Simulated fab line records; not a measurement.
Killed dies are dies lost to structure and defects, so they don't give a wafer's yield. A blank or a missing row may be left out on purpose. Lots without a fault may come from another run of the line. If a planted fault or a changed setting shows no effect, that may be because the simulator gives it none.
One fault through the eyes of 2 desks || flow gf180mcu || each desk has only its own numbers; what lay behind them comes last

THE METROLOGY DESK
Means of the sampled wafers that have a number, per lot and without regard to the tool the lot ran on: this is what the gauges read. A lot is out of limits, marked OUT, if its mean lies more than 4 standard deviations from the usual mean; the brackets give that distance.
Columns: A = HV_LDD_TW at GF_HV_LDD_TW_MEAS_11, usual 2383; B = cd_nm at GF_HV_LDD_CD_MEAS_19, usual 399.9 nm; C = HV_LDD_01_OVL at GF_HV_LDD_OVL_MEAS_20, usual 0.5 nm
{"lot": "L145", "first seen here": "day 10 07:29", "A": 2388, "B": 400.0, "C": 0.3}
{"lot": "L150", "first seen here": "day 11 17:25", "A": 2380, "B": 398.8, "C": 0.1}
{"lot": "L153", "first seen here": "day 12 14:58", "A": 2392, "B": 399.8, "C": 0.8}
{"lot": "L158", "first seen here": "day 14 01:07", "A": 2400, "B": 397.1, "C": -0.6}
{"lot": "L163", "first seen here": "day 15 11:47", "A": 2359, "B": 403.3, "C": 1.6}
{"lot": "L165", "first seen here": "day 16 03:35", "A": 2429, "B": 394.1, "C": 0.5}
This desk's finding: nothing out of limits on any of the 6 lots.

THE TOOL OWNER'S DESK: implanter-02
For each lot that ran on this tool, the mean over its sampled wafers that have a number, from the tool's own readings at GF_HV_LDD_IMPLANT_21. A lot is out of limits, marked OUT, if its mean lies more than 4 standard deviations from the usual mean; the brackets give that distance.
Columns: A = dose_ions_cm2 at GF_HV_LDD_IMPLANT_21, usual 5e+13; B = end_station_pressure_torr at GF_HV_LDD_IMPLANT_21, usual 5.2e-06 Torr
{"lot": "L153", "first seen here": "day 13 11:20", "A": 5e+13, "B": 5.2e-06}
{"lot": "L163", "first seen here": "day 16 09:16", "A": "5e+13 (-42) OUT", "B": 5.0e-06}
{"lot": "L165", "first seen here": "day 17 02:11", "A": "5e+13 (-42) OUT", "B": 5.5e-06}
Finding of this desk: L163, L165 out of limits; the first was L163 at day 16 09:16, on dose_ions_cm2 at GF_HV_LDD_IMPLANT_21. In limits: L153.

TAKEN TOGETHER
At day 16 09:16, on L163, L165, the tool owner's desk was in a position to raise an alarm.
The metrology desk saw nothing out of limits.
The metrology desk has L163, L165 on record, within its limits.
Of the lots named, all ran GF_HV_LDD_IMPLANT_21 on implanter-02.

WHAT THE SIMULATOR PUT IN
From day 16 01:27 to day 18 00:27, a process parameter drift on implanter-02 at GF_HV_LDD_IMPLANT_21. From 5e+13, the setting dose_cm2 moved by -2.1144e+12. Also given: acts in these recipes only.
Lots struck among those shown: L163, L165.
Each desk's first reading out of limits, in hours after the fault started: the tool owner's desk, 8.
